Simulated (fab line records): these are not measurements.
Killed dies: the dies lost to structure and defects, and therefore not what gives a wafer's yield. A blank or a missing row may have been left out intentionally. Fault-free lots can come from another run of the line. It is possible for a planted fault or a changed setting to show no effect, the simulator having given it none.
Problem report, 8D (eight disciplines) form, completed by code    flow sky130    the parts of the form that need people (team, actions taken, sign-off) are left out

## 1. THE ISSUE
oes-product-au at SKY_GATE_OXIDE_STRIP_13 reads a mean of 0.949 a.u. on 3 wafers of 1 lot; wafers without a fault read 0.715 a.u. with a standard deviation of 0.0046. That is +51 standard deviations from the usual mean.
The step: strips in O2/N2.
Seen first at day 18 00:28 on plasma-asher-02, wafer L618.3. Wafers with a number at this step in the record: 39, from 13 lots. Rule for "out" (also "out of limits"): further than 4 standard deviations from the usual mean. Any other wafer with a number is counted as sound.

## 2. WHAT IT IS, AND WHAT IT ISN'T
question                     is                      is not
which readings at this step  oes-product-au          drypump-motor-current-A
which lots                   L618                    L606, L609, L610, L611, L612, L613, L616, L625, L626, L627, L628, L629
which wafers of those lots   all that have a number  -
read on which tools          plasma-asher-02         plasma-asher-01, plasma-asher-04
when                         from day 18 00:28       up to then (21 sound wafers); but 15 sound wafers of L625, L626, L627, L628, L629 came after

## 3. SUSPECTS, AND WHAT RULES EACH OUT
Counting: any tool at a process step up to the reading is kept as a suspect provided that every lot that is out went through it and no sound lot did after the first of them.
- plasma-asher-02 at SKY_GATE_OXIDE_STRIP_13 (strips in O2/N2): ruled out as a lasting fault. Sound lots L629, L628 ran on it after its first lot that is out, L618 (day 18 00:28).
Left after counting: nothing in the record.

## 4. THE CAUSE (what the simulator had put in)
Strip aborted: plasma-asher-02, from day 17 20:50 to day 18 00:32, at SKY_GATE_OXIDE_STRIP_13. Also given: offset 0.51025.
Counting ruled it out, wrongly.

## 5. THE EFFECT CHAIN, in route order
Each row: a reading where the mean over the struck wafers with a number is more than 3 standard deviations away from the usual. Only readings for which the record gives a usual standard deviation are gone through. hours: the time from each lot's start at the first step in this table that gives one to its start at this step, as a median over the lots. sigmas: the change in usual standard deviations.
hours  step                     reading              usual       on struck wafers  change  sigmas
0      SKY_GATE_OXIDE_STRIP_13  oes-product-au       0.715 a.u.  0.949             +0.234  +51
737    SKY_PAD_OPEN_PROBE_99    killed-at-front-end  16          428               +412    +81
737    SKY_PAD_OPEN_PROBE_99    killed-dies          86          492               +406    +41
737    SKY_PAD_OPEN_PROBE_99    killed-on-rim        16          96                +80     +22
Its process steps:
- SKY_GATE_OXIDE_STRIP_13: strips in O2/N2.
- SKY_PAD_OPEN_PROBE_99
Readings that are blank on the struck wafers while sound wafers have them: strip-time-to-endpoint-s at SKY_GATE_OXIDE_STRIP_13.

## 6. WHAT WOULD HAVE CAUGHT IT SOONER
The fault began at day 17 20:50; the first out-of-limits reading in this record came at day 18 00:28, 4 hours later.
